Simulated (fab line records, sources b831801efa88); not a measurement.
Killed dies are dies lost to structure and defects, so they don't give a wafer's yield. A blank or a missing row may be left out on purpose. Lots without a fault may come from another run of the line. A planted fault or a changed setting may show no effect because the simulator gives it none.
Which tool did it? | flow sky130 | 6 lots, 16 wafers sampled, at 2 steps of a route of 708

WHAT THE GAUGES READ, wafer by wafer
SKY_PWDE_TW_MEAS_10.
lot  | measured    | on            | PWDE_TW
L676 | day 4 08:16 | film_metro-01 | 375 372 372
L679 | day 5 08:15 | film_metro-01 | 374 374 374
L684 | day 6 12:28 | film_metro-01 | 417 373 416 374
L688 | day 7 12:10 | film_metro-01 | 418 372 416 373
L692 | day 8 11:00 | film_metro-02 | 382 381 380
L696 | day 9 21:23 | film_metro-02 | 379 379 380

WHICH TOOL RAN EACH LOT (tool, then ch and the chambers of the sampled wafers, then the start)
lot  | SKY_PWDE_IMPLANT_08
L676 | implanter-04 ch 0, day 4 08:01
L679 | implanter-03 ch 0, day 5 08:00
L684 | implanter-03 ch 0, day 6 12:13
L688 | implanter-03 ch 0, day 7 11:56
L692 | implanter-02 ch 0, day 8 10:45
L696 | implanter-02 ch 0, day 9 21:08
- SKY_PWDE_IMPLANT_08

THE ANSWER, worked out from the rows above alone
Rule: what is usual is taken from the lots themselves. Put in order of their means at a reading, lots are off if they are a third of the lots or fewer, leave a main group of 4 or more, and stand apart from it by a gap of 3 or more times the standard deviation of the main group's means; of several such gaps the widest counts. A main group whose means are all the same, to the digits that the tables above print for the reading, isn't used. A lot without any number at a reading at which 4 lots or more have one is off too. The other lots that the step has rows for count as sound.
Off: L684, L688, at SKY_PWDE_TW_MEAS_10 (PWDE_TW). The main group: mean 377, standard deviation 3.4.
A tool fits if, at a process step before that reading, it ran every lot that is off, and no sound lot after the first of them. The gauges at SKY_PWDE_TW_MEAS_10 are tried like those tools. Can't be told from this: 2 tools fit, implanter-03 at SKY_PWDE_IMPLANT_08, film_metro-01 at SKY_PWDE_TW_MEAS_10.

WHAT THE SIMULATOR HAD PUT IN
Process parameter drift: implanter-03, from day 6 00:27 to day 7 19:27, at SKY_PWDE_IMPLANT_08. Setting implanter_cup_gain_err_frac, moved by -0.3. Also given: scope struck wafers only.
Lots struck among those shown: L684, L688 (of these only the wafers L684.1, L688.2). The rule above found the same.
